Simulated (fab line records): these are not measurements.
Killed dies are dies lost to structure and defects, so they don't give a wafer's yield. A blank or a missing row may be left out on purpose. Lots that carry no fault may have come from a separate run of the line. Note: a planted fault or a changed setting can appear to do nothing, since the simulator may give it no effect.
Comparing a struck lot with a sound one || flow sky130 || 43 steps out of a route of 708
Sound: these wafers, L712.3, L712.5, L712.6. Wafers struck: L716.2, L716.3, L716.4. Last of all comes the cause.
Order at every step that has rows: each side's tool, ch and its chambers, its first start. Under that, the readings that differ: sound wafers || struck wafers || difference of the means || sigmas: that difference in standard deviations of wafers without a fault.
alike: words and numbers the same on both sides, and readings whose means are apart by under 2 such deviations; not compared: readings that were withheld, readings missing a value for some wafer, numbers with overlapping values and no deviation given by the record, and bounds like >300 which may hide the same value.
A row with sigmas, a row that says differs or no value, or rows on one side alone: a step with any of these is where the two part. Numbers that don't overlap but have no deviation are shown without sigmas and don't part them. Lack of a reading on every wafer of one side parts them only where that side has two or more wafers.

SKY_VIA2_OVL_MEAS_13:
  struck on overlay-02, day 39 17:19; sound on overlay-01, day 38 18:41
  alike: VIA2_OVL
then, 2 steps without rows for these wafers: SKY_VIA2_ETCH_14 (etches BARC in N2/H2, stops on SiO2, time 45.9 s, target depth 60 nm); SKY_VIA2_ETCH_15 (etches SiO2 in C4F8/O2/Ar, stops on TiN, target depth 546 nm, time 84 s).
SKY_VIA2_STRIP_16: strips in O2/N2.
  sound on plasma_asher-02 ch 0,1, day 38 18:51; struck on plasma_asher-03 ch 0,1, day 39 17:27
  alike: chamber_pressure_mTorr, drypump_motor_current_A, oes_product_au, strip_time_to_endpoint_s
  not compared: rf_hours_counter_h
then, 5 steps without rows for these wafers: SKY_VIA2_STRIP_17 (strips in post etch residue remover, time 1200 s); SKY_VIA2_CLEAN_18 (cleans in IPA, time 180 s); SKY_VIA2_CLEAN_19 (cleans in O3/DIW); SKY_VIA2_SPUTTER_20 (material TiN, target thk 20 nm, time 80 s); SKY_VIA2_CVD_21 (deposits W, target thk 420 nm, time 126.4 s).
SKY_VIA2_RS_MEAS_22: measures by four-point-probe.
  struck on film_metro-04, day 39 18:16; sound on film_metro-02, day 38 19:41
  alike: VIA2_W_RS
SKY_VIA2_THK_MEAS_23: measures by xrf.
  struck on film_metro-04, day 39 18:22; sound on film_metro-02, day 38 19:47
{"reading": "VIA2_W_THK (nm)", "sound": "428 424 429", "struck": "439 448 436", "difference": "+14", "sigmas": "+2"}
SKY_VIA2_CMP_24: polishes, stops on SiO2, t overpolish 20 s, target thk 0 nm.
  sound on cmp-02 ch 0,2,3, day 38 19:55; struck on cmp-01 ch 1,2,3, day 39 18:25
  alike: motor_current_A, overpolish_run_s, time_to_endpoint_s
SKY_METAL3_SPUTTER_00: material Ti, target thk 15 nm, time 10 s.
  struck on pvd_sputter-03, day 39 18:43; sound on pvd_sputter-02, day 38 20:07
  alike: throttle_valve_pct
then, 3 steps without rows for these wafers: SKY_METAL3_SPUTTER_01 (material TiN, target thk 20 nm, time 16.7 s); SKY_METAL3_SPUTTER_02 (material AlCu, target thk 735 nm, time 39.1 s); SKY_METAL3_SPUTTER_03 (material Ti, target thk 5 nm, time 3.3 s).
SKY_METAL3_SPUTTER_04: material TiN, target thk 70 nm, time 58.3 s.
  struck on pvd_sputter-03, day 39 18:50; sound on pvd_sputter-02, day 38 20:13
  alike: throttle_valve_pct
then, 1 step without rows for these wafers: SKY_CAPM_CVD_00 (deposits SiO2, target thk 15.5 nm).
SKY_CAPM_THK_MEAS_01:
  struck on film_metro-01, day 39 18:55; sound on film_metro-03, day 38 20:19
  alike: CAPM_CVD_00_THK
SKY_CAPM_SPUTTER_02: material TiN, target thk 200 nm, time 166.7 s.
  struck on pvd_sputter-01, day 39 18:58; sound on pvd_sputter-03, day 38 20:22
  alike: throttle_valve_pct
SKY_CAPM_RS_MEAS_03: measures by four-point-probe.
  struck on film_metro-04, day 39 19:05; sound on film_metro-04, day 38 20:30
  alike: CAPM_TIN_RS
SKY_CAPM_THK_MEAS_04: measures by xrf.
  struck on film_metro-04, day 39 19:12; sound on film_metro-04, day 38 20:36
  alike: CAPM_TIN_THK
then, 7 steps without rows for these wafers: SKY_CAPM_DEHYDRATE_05 (time 60 s); SKY_CAPM_HMDS_06 (prime time 60 s); SKY_CAPM_COAT_07 (resist thk 1140 nm); SKY_CAPM_SOFTBAKE_08 (time 60 s); SKY_CAPM_EXPOSE_09 (exposes mask CAPM, target cd 1000 nm); SKY_CAPM_PEB_10; SKY_CAPM_DEVELOP_11 (develop time 60 s).
SKY_CAPM_OVL_MEAS_12:
  struck on overlay-02, day 40 19:56; sound on overlay-02, day 39 21:09
  alike: CAPM_OVL
then, 1 step without rows for these wafers: SKY_CAPM_METAL_ETCH_13 (etches TiN in Cl2/BCl3, stops on SiO2, target depth 220 nm, time 62.9 s).
SKY_CAPM_STRIP_14: strips in O2/N2.
  sound on plasma_asher-01 ch 0,1, day 39 21:17; struck on plasma_asher-01 ch 0,1, day 40 20:02
  alike: chamber_pressure_mTorr, drypump_motor_current_A, oes_product_au, strip_time_to_endpoint_s
  not compared: rf_hours_counter_h
then, 10 steps without rows for these wafers: SKY_CAPM_STRIP_15 (strips in post etch residue remover, time 1200 s); SKY_CAPM_CLEAN_16 (cleans in IPA, time 180 s); SKY_CAPM_CLEAN_17 (cleans in O3/DIW); SKY_METAL3_DEHYDRATE_05 (time 60 s); SKY_METAL3_HMDS_06 (prime time 60 s); SKY_METAL3_COAT_07 (resist thk 60 nm); SKY_METAL3_COAT_08 (resist thk 1140 nm); SKY_METAL3_SOFTBAKE_09 (time 90 s); SKY_METAL3_EXPOSE_10 (exposes mask MM3, target cd 300 nm); SKY_METAL3_PEB_11.
-- the record jumps here: 8 days lie between the struck wafers' starts before and after (it left off in module METAL3 and takes up again in module PAD_OPEN, whose first step shown is number 708 of the route) --
SKY_PAD_OPEN_PROBE_99:
  struck on prober-01, day 48 12:34; sound on prober-01, day 47 17:09
{"reading": "defect_limited_yield (%)", "sound": "79.5 80.9 81.1", "struck": "67.9 71.3 73.8", "difference": -9.5, "sigmas": -5}
{"reading": "killed_at_M0_to_M3", "sound": "43 45 58", "struck": "116 104 85", "difference": "+53", "sigmas": "+7"}
{"reading": "killed_dies", "sound": "101 94 93", "struck": "158 141 129", "difference": "+47", "sigmas": "+5"}
{"reading": "sort_bin_3_pad_short (%)", "sound": "2.0 1.2 0.8", "struck": "3.9 4.9 3.7", "difference": "+2.8", "sigmas": "+7"}
{"reading": "sort_bin_5_function (%)", "sound": "11.4 10.8 10.2", "struck": "19.7 15.4 16.3", "difference": "+6.3", "sigmas": "+5"}
{"reading": "sort_n_pass", "sound": "391 398 399", "struck": "334 351 363", "difference": -47, "sigmas": -5}
{"reading": "sort_yield_pct (%)", "sound": "79.5 80.9 81.1", "struck": "67.9 71.3 73.8", "difference": -9.5, "sigmas": -5}
{"reading": "model.etest.tester.sort_n_pass", "sound": "391 398 399", "struck": "334 351 363", "difference": -47, "sigmas": ""}
{"reading": "model.etest.tester.sort_yield_pct (%)", "sound": "79.47 80.89 81.1", "struck": "67.89 71.34 73.78", "difference": -9.48, "sigmas": ""}
{"reading": "model.etest.tester.sort_bin_5_pct (%)", "sound": "11.38 10.77 10.16", "struck": "19.72 15.45 16.26", "difference": "+6.37", "sigmas": ""}
{"reading": "model.etest.tester.sort_bin_3_pct (%)", "sound": "2.033 1.22 0.813", "struck": "3.862 4.878 3.659", "difference": "+2.778", "sigmas": ""}
  alike: killed_at_M4_up, killed_at_contacts, killed_at_front_end, killed_at_other, killed_open, killed_short, sort_bin_6_memory

== WHERE THEY PART ==
At SKY_VIA2_THK_MEAS_23 first; at SKY_PAD_OPEN_PROBE_99 last (within this record only).

WHY: whatever the simulator had introduced
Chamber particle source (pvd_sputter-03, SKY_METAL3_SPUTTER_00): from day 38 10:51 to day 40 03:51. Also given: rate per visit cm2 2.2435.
